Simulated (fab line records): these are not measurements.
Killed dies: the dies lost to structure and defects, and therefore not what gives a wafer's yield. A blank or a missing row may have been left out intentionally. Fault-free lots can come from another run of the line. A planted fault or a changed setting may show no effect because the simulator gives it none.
Which tool is to blame? ; flow sky130 ; 14 lots with 42 wafers sampled at 6 steps, on a route of 708 steps

WHAT EACH GAUGE READ, for each wafer
SKY_SD_P_CD_MEAS_07: the cd target is 380 nm.
lot;measured;on;cd_nm (nm)
L909;day 25 23:10;cd_sem-01;378.1 380.2 378.7
L910;day 27 07:22;cd_sem-02;379.9 378.2 378.2
L912;day 27 13:30;cd_sem-02;377.2 378.0 377.3
L913;day 28 02:18;cd_sem-02;378.6 376.5 376.9
L914;day 28 05:53;cd_sem-01;381.1 380.7 379.6
L922;day 30 14:42;cd_sem-02;379.0 381.4 379.2
L923;day 30 16:14;cd_sem-01;382.8 384.7 381.8
L924;day 31 08:12;cd_sem-02;383.8 383.0 380.1
L925;day 31 14:32;cd_sem-01;383.4 384.3 383.5
L926;day 31 18:47;cd_sem-01;379.6 380.2 379.8
L927;day 32 03:47;cd_sem-01;378.3 377.0 376.2
L928;day 32 15:35;cd_sem-01;377.5 378.0 379.0
L929;day 33 12:24;cd_sem-01;377.2 380.1 377.6
L930;day 33 16:40;cd_sem-02;382.3 381.0 380.9

SKY_SD_N_OVL_MEAS_08.
lot;measured;on;SD_N_OVL (nm)
L909;day 28 09:20;overlay-02;1.3 -1.8 -0.3
L910;day 29 18:02;overlay-01;-1.4 -1.0 -1.8
L912;day 29 23:48;overlay-02;-1.5 -2.9 -0.2
L913;day 30 12:13;overlay-02;1.6 2.8 -0.4
L914;day 30 15:28;overlay-02;-2.3 1.4 -1.2
L922;day 32 22:58;overlay-02;-1.9 -2.0 -1.3
L923;day 33 00:09;overlay-02;0.1 -2.3 -0.5
L924;day 33 15:13;overlay-01;-0.3 -0.2 1.3
L925;day 33 20:59;overlay-01;-0.4 -2.0 -2.6
L926;day 34 03:20;overlay-01;-0.1 1.2 1.0
L927;day 34 10:50;overlay-01;0.8 0.0 -0.6
L928;day 34 22:31;overlay-02;2.1 4.1 1.8
L929;day 35 18:09;overlay-02;2.1 0.4 1.2
L930;day 35 21:52;overlay-01;-0.3 -0.1 -0.5

SKY_SD_N_TW_MEAS_12.
lot;measured;on;SD_N_TW
L909;day 28 09:47;film_metro-02;4003 4008 4008
L910;day 29 18:29;film_metro-02;31 31 31
L912;day 30 00:14;film_metro-02;30 30 30
L913;day 30 12:39;film_metro-02;4007 4011 4001
L914;day 30 15:54;film_metro-04;3948 3973 3965
L922;day 32 23:24;film_metro-02;4027 4015 4026
L923;day 33 00:35;film_metro-03;3996 4037 3991
L924;day 33 15:39;film_metro-02;4009 4003 4003
L925;day 33 21:25;film_metro-04;3977 3978 3983
L926;day 34 03:46;film_metro-02;4029 4029 4030
L927;day 34 11:17;film_metro-04;3961 3963 3957
L928;day 34 22:58;film_metro-02;4031 4035 4004
L929;day 35 18:35;film_metro-03;4010 3998 4020
L930;day 35 22:19;film_metro-03;4029 4018 4001

WHICH TOOL RAN EACH LOT (tool, then ch and the chambers of the sampled wafers, then the start)
lot;SKY_POLY_CUT_STRIP_12;SKY_RES_XHIGH_STRIP_08;SKY_SD_N_STRIP_11
L909;plasma_asher-04 ch 0,1, day 24 16:56;plasma_asher-01 ch 0,1, day 27 04:40;plasma_asher-02 ch 0,1, day 28 09:40
L910;plasma_asher-01 ch 0,1, day 26 02:08;plasma_asher-03 ch 0, day 28 12:58;plasma_asher-04 ch 0, day 29 18:22
L912;plasma_asher-04 ch 0,1, day 26 08:36;plasma_asher-02 ch 0,1, day 28 19:25;plasma_asher-02 ch 0,1, day 30 00:08
L913;plasma_asher-01 ch 1, day 26 21:48;plasma_asher-01 ch 0,1, day 29 07:55;plasma_asher-04 ch 1, day 30 12:32
L914;plasma_asher-01 ch 0,1, day 27 01:42;plasma_asher-02 ch 0,1, day 29 10:50;plasma_asher-01 ch 0,1, day 30 15:47
L922;plasma_asher-03 ch 0,1, day 29 10:14;plasma_asher-03 ch 0,1, day 31 18:59;plasma_asher-02 ch 0,1, day 32 23:17
L923;plasma_asher-04 ch 0,1, day 29 12:56;plasma_asher-03 ch 0,1, day 31 20:13;plasma_asher-02 ch 0,1, day 33 00:29
L924;plasma_asher-03 ch 1, day 30 03:50;plasma_asher-01 ch 0,1, day 32 11:49;plasma_asher-01 ch 0,1, day 33 15:32
L925;plasma_asher-01 ch 0,1, day 30 10:05;plasma_asher-01 ch 0,1, day 32 18:25;plasma_asher-01 ch 0,1, day 33 21:19
L926;plasma_asher-03 ch 0,1, day 30 14:53;plasma_asher-01 ch 0,1, day 32 23:31;plasma_asher-04 ch 0,1, day 34 03:40
L927;plasma_asher-04 ch 0,1, day 31 00:32;plasma_asher-03 ch 0,1, day 33 07:12;plasma_asher-01 ch 0,1, day 34 11:11
L928;plasma_asher-04 ch 0,1, day 31 12:47;plasma_asher-02 ch 0,1, day 33 19:07;plasma_asher-01 ch 0,1, day 34 22:52
L929;plasma_asher-04 ch 0,1, day 32 08:11;plasma_asher-02 ch 0,1, day 34 15:19;plasma_asher-02 ch 1, day 35 18:29
L930;plasma_asher-01 ch 0,1, day 32 13:12;plasma_asher-02 ch 0,1, day 34 19:56;plasma_asher-02 ch 0,1, day 35 22:13
- SKY_POLY_CUT_STRIP_12: strips in O2/N2.
- SKY_RES_XHIGH_STRIP_08: strips in O2/N2.
- SKY_SD_N_STRIP_11: strips in O2/N2.

AS READ BY THE TOOLS THEMSELVES (means over the sampled wafers that have a number; for cases with no such wafer, the mark the record gives instead)
SKY_POLY_CUT_STRIP_12.
lot;tool;chamber_pressure_mTorr (mTorr);drypump_motor_current_A (A);o2_flow_sccm (sccm);oes_product_au (a.u.);strip_time_to_endpoint_s (s)
L909;plasma_asher-04;1500.9;5.8;3001;0.455;5.351
L910;plasma_asher-01;1498.8;5.6;2992;0.452;5.384
L912;plasma_asher-04;1499.1;5.8;2999;0.452;5.350
L913;plasma_asher-01;1499.8;6.3;3001;0.453;5.365
L914;plasma_asher-01;1498.9;6.0;2996;0.450;5.341
L922;plasma_asher-03;1499.3;6.1;3001;0.456;5.368
L923;plasma_asher-04;1499.6;5.8;3016;0.458;5.344
L924;plasma_asher-03;1500.8;5.7;2999;0.448;5.327
L925;plasma_asher-01;1499.9;5.9;3011;0.452;5.345
L926;plasma_asher-03;1500.4;6.1;3000;0.445;5.335
L927;plasma_asher-04;1499.7;5.7;2994;0.450;5.340
L928;plasma_asher-04;1500.2;6.2;3004;0.456;5.367
L929;plasma_asher-04;1499.3;5.8;3007;0.451;5.377
L930;plasma_asher-01;1500.2;6.0;2993;0.450;5.382

SKY_RES_XHIGH_STRIP_08.
lot;tool;chamber_pressure_mTorr (mTorr);drypump_motor_current_A (A);o2_flow_sccm (sccm);oes_product_au (a.u.);strip_time_to_endpoint_s (s)
L909;plasma_asher-01;1499.7;5.6;2998;0.708;14.29
L910;plasma_asher-03;-;-;-;-;-
L912;plasma_asher-02;-;-;-;-;-
L913;plasma_asher-01;1500.4;5.6;2994;0.714;14.30
L914;plasma_asher-02;1500.3;5.7;3002;0.709;14.30
L922;plasma_asher-03;1501.3;6.1;2998;0.715;14.23
L923;plasma_asher-03;1500.3;5.9;3002;0.707;14.23
L924;plasma_asher-01;1501.3;5.9;2997;0.713;14.32
L925;plasma_asher-01;1500.1;5.6;3002;0.716;14.32
L926;plasma_asher-01;1499.3;5.9;3004;0.712;14.30
L927;plasma_asher-03;1499.2;5.9;2996;0.712;14.21
L928;plasma_asher-02;1501.2;5.8;2994;0.713;14.20
L929;plasma_asher-02;1500.9;5.7;2998;0.712;14.22
L930;plasma_asher-02;1500.1;5.7;3003;0.712;14.25

SKY_SD_N_STRIP_11.
lot;tool;chamber_pressure_mTorr (mTorr);drypump_motor_current_A (A);o2_flow_sccm (sccm);oes_product_au (a.u.);strip_time_to_endpoint_s (s)
L909;plasma_asher-02;1500.3;5.8;2999;0.527;22.53
L910;plasma_asher-04;1500.1;5.4;3002;0.615;39.47
L912;plasma_asher-02;1500.8;5.8;2992;0.619;39.44
L913;plasma_asher-04;1499.4;6.6;3000;0.529;22.56
L914;plasma_asher-01;1499.9;5.6;2996;0.525;22.56
L922;plasma_asher-02;1500.5;5.8;3003;0.531;22.52
L923;plasma_asher-02;1499.4;5.7;3006;0.533;22.52
L924;plasma_asher-01;1499.4;5.6;3009;0.524;22.57
L925;plasma_asher-01;1500.0;5.6;2999;0.525;22.60
L926;plasma_asher-04;1500.6;5.8;2998;0.530;22.51
L927;plasma_asher-01;1501.0;5.9;3014;0.527;22.62
L928;plasma_asher-01;1500.7;5.6;3001;0.532;22.52
L929;plasma_asher-02;1501.3;5.6;3003;0.530;22.60
L930;plasma_asher-02;1500.4;5.8;3005;0.529;22.55

THE ANSWER, worked out from the rows above alone
Rule: the lots themselves supply what counts as usual. Put in order of their means at a reading, lots are off if they are a third of the lots or fewer, leave a main group of 4 or more, and stand apart from it by a gap of 3 or more times the standard deviation of the main group's means; of several such gaps the widest counts. A main group whose means are all the same, to the digits that the tables above print for the reading, isn't used. Also off: a lot with no number at a reading for which 4 or more lots have one. The other lots that the step has rows for count as sound. The gauges are gone through in route order, then the tools' own readings, and for those a lot's mean is taken as printed above. The first step at which some lot is off is used, and at that step the reading that is off furthest; a lot without a number counts as furthest.
Off: L910, L912, at SKY_SD_N_TW_MEAS_12 (SD_N_TW). For the main group the mean is 4002 and the standard deviation 22.
If a tool, at a process step before that reading, ran all the lots that are off and no sound lot after the first of them, it fits. Not tried: the gauges at SKY_SD_N_TW_MEAS_12; whatever is off there is also off at SKY_RES_XHIGH_STRIP_08, on other tools, and gauge error can't account for it. None of those tried fits.

WHAT THE SIMULATOR HAD INSERTED
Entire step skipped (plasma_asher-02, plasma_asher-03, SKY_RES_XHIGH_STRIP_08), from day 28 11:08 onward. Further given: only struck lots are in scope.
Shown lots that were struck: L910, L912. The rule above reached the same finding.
